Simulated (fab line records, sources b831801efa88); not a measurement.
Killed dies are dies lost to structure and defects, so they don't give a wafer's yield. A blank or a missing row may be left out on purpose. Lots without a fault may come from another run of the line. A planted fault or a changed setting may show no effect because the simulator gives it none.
A struck lot beside a sound one | flow sky130 | 14 steps out of a route of 708
Sound: wafers L453.1, L453.3, L453.5. Struck: wafers L449.3, L449.4, L449.5. The cause comes at the end.
At each step with rows: each side's tool, then ch and its chambers, then its first start. Under that, the readings that differ: sound wafers | struck wafers | difference of the means | sigmas: that difference in standard deviations of wafers without a fault.
alike: readings whose means differ by less than 2 such deviations, and words and numbers that are the same on both sides. not compared: withheld readings, readings that some wafer has no value for, bounds like >300 that may hide the same value, and numbers for which the record gives no deviation and whose values overlap.
The two part at a step that has a row with sigmas, a row that says differs or no value, or rows on one side only. Numbers that don't overlap but have no deviation are shown without sigmas and don't part them. A reading that every wafer of one side lacks parts them only if that side has two wafers or more.

first, 4 steps without rows for these wafers: SKY_LDD_N_IMPLANT_12; SKY_LDD_N_IMPLANT_13; SKY_LDD_N_IMPLANT_14; SKY_LDD_N_IMPLANT_15.
SKY_LDD_N_STRIP_16: strips in O2/N2.
  sound on plasma_asher-04 ch 0,1, day 26 10:32; struck on plasma_asher-03 ch 0,1, day 24 07:37
  alike: drypump_motor_current_A, oes_product_au, strip_time_to_endpoint_s
  not compared: rf_hours_counter_h
SKY_LDD_N_TW_MEAS_17:
  sound on film_metro-04, day 26 10:38; struck on film_metro-02, day 24 07:43
  alike: LDD_N_TW
then, 6 steps without rows for these wafers: SKY_LDD_P_DEHYDRATE_00 (time 60 s); SKY_LDD_P_HMDS_01 (prime time 60 s); SKY_LDD_P_COAT_02 (resist thk 1140 nm); SKY_LDD_P_SOFTBAKE_03 (time 60 s); SKY_LDD_P_EXPOSE_04 (exposes mask PSDM, target cd 380 nm); SKY_LDD_P_PEB_05.
SKY_LDD_P_DEVELOP_06: develop time 60 s.
  sound on litho_track-03 ch 0, day 27 15:24; struck on litho_track-02, day 25 13:03
  no value came back on the struck wafers for chill_plate_temp_C (C), develop_time_s (s); on the sound wafers chill_plate_temp_C (C) reads 23.04 23.21 23.14
SKY_LDD_P_CD_MEAS_07: target cd 380 nm.
  sound on cd_sem-02, day 27 15:33; struck on cd_sem-02, day 25 13:11
  reading    | sound             | struck | difference                    | sigmas
  cd_nm (nm) | 377.7 377.9 375.5 | - - -  | no value on the struck wafers |

WHERE THEY PART
First at SKY_LDD_P_DEVELOP_06; last, within this record, at SKY_LDD_P_CD_MEAS_07.

WHY: what the simulator had put in
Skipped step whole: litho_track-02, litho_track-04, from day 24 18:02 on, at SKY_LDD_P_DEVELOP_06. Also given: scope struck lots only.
